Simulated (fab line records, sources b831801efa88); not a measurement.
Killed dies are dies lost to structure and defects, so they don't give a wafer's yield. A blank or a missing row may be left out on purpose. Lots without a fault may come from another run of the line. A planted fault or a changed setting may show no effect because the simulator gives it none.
Which tool did it? | flow sky130 | 15 lots, 45 wafers sampled, at 2 steps of a route of 708

WHAT THE GAUGES READ, wafer by wafer
The record holds no reading of a measuring or inspecting step that can be judged against a usual standard deviation.

WHICH TOOL RAN EACH LOT (tool, then ch and the chambers of the sampled wafers, then the start)
lot  | SKY_METAL1_SPUTTER_03        | SKY_PAD_OPEN_PROBE_99
L784 | pvd_sputter-04, day 31 08:01 | -
L785 | pvd_sputter-01, day 31 20:36 | -
L787 | pvd_sputter-01, day 32 17:22 | prober-02, day 46 10:50
L788 | pvd_sputter-01, day 33 02:53 | -
L789 | pvd_sputter-02, day 33 11:04 | prober-02, day 47 02:37
L790 | pvd_sputter-02, day 33 23:04 | -
L793 | pvd_sputter-01, day 34 17:05 | -
L800 | pvd_sputter-02, day 36 18:00 | prober-01, day 49 11:48
L801 | pvd_sputter-01, day 37 09:02 | -
L802 | pvd_sputter-01, day 37 12:23 | prober-01, day 50 01:07
L803 | pvd_sputter-02, day 37 19:37 | prober-02, day 50 02:46
L804 | pvd_sputter-01, day 38 05:16 | -
L805 | pvd_sputter-04, day 38 13:35 | prober-02, day 50 17:04
L806 | pvd_sputter-01, day 38 15:59 | -
L807 | pvd_sputter-01, day 38 23:41 | -
- SKY_METAL1_SPUTTER_03: material Ti, target thk 5 nm, time 3.3 s.
- SKY_PAD_OPEN_PROBE_99

WHAT THE TOOLS THEMSELVES READ (means of the sampled wafers that have a number; where no wafer has one, the mark that the record gives instead)
SKY_METAL1_SPUTTER_03.
lot  | tool           | cathode_dc_power_W (W) | chamber_pressure_pa (Pa) | throttle_valve_pct (%)
L784 | pvd_sputter-04 | 3000.1                 | 0.3993                   | 29.6
L785 | pvd_sputter-01 | 3000.1                 | 0.3993                   | 30.0
L787 | pvd_sputter-01 | 3000.1                 | 0.4004                   | 29.6
L788 | pvd_sputter-01 | 2999.4                 | 0.4000                   | 30.1
L789 | pvd_sputter-02 | 3000.0                 | 0.3993                   | 29.3
L790 | pvd_sputter-02 | 3000.4                 | 0.3999                   | 29.9
L793 | pvd_sputter-01 | 3000.1                 | 0.3997                   | 30.0
L800 | pvd_sputter-02 | 2999.8                 | 0.4001                   | 30.1
L801 | pvd_sputter-01 | -                      | -                        | -
L802 | pvd_sputter-01 | -                      | -                        | -
L803 | pvd_sputter-02 | -                      | -                        | -
L804 | pvd_sputter-01 | 3000.2                 | 0.3997                   | 30.0
L805 | pvd_sputter-04 | 2999.3                 | 0.4000                   | 29.3
L806 | pvd_sputter-01 | 3000.2                 | 0.3996                   | 29.7
L807 | pvd_sputter-01 | 3000.3                 | 0.4004                   | 29.9

SKY_PAD_OPEN_PROBE_99.
lot  | tool      | defect_limited_yield (%) | killed_at_M0_to_M3 | killed_at_M4_up | killed_at_contacts | killed_at_front_end | killed_at_other | killed_dies | killed_open | killed_short | sort_bin_3_pad_short (%) | sort_bin_5_function (%) | sort_bin_6_memory (%) | sort_n_pass | sort_yield_pct (%)
L787 | prober-02 | 83.2                     | 42                 | 3.3             | 20                 | 18                  | 0.0             | 83          | 49          | 34           | 0.7                      | 10.2                    | 5.9                   | 409         | 83.2
L789 | prober-02 | 82.8                     | 41                 | 2.7             | 25                 | 15                  | 0.0             | 84          | 44          | 40           | 0.7                      | 9.7                     | 6.8                   | 408         | 82.8
L800 | prober-01 | 83.0                     | 43                 | 2.3             | 23                 | 15                  | 0.0             | 84          | 46          | 37           | 0.7                      | 9.7                     | 6.6                   | 408         | 83.0
L802 | prober-01 | 84.6                     | 39                 | 1.0             | 20                 | 15                  | 1.0             | 76          | 41          | 34           | 1.0                      | 9.1                     | 5.3                   | 416         | 84.6
L803 | prober-02 | 80.2                     | 46                 | 3.0             | 28                 | 21                  | 0.0             | 98          | 49          | 48           | 1.0                      | 12.1                    | 6.8                   | 394         | 80.2
L805 | prober-02 | 83.0                     | 45                 | 3.7             | 21                 | 13                  | 0.3             | 83          | 46          | 37           | 0.7                      | 9.9                     | 6.3                   | 409         | 83.0

THE ANSWER, worked out from the rows above alone
Rule: what is usual is taken from the lots themselves. Put in order of their means at a reading, lots are off if they are a third of the lots or fewer, leave a main group of 4 or more, and stand apart from it by a gap of 3 or more times the standard deviation of the main group's means; of several such gaps the widest counts. A main group whose means are all the same, to the digits that the tables above print for the reading, isn't used. A lot without any number at a reading at which 4 lots or more have one is off too. The other lots that the step has rows for count as sound. The gauges are gone through in route order, then the tools' own readings, and for those a lot's mean is taken as printed above. The first step at which some lot is off is used, and at that step the reading that is off furthest; a lot without a number counts as furthest.
Off: L801, L802, L803, at SKY_METAL1_SPUTTER_03 (cathode_dc_power_W). Without a number there: L801, L802, L803. The main group: mean 3000.0 W, standard deviation 0.32.
A tool fits if, at that step or a process step before it, it ran every lot that is off, and no sound lot after the first of them. None of those tried fits.

WHAT THE SIMULATOR HAD PUT IN
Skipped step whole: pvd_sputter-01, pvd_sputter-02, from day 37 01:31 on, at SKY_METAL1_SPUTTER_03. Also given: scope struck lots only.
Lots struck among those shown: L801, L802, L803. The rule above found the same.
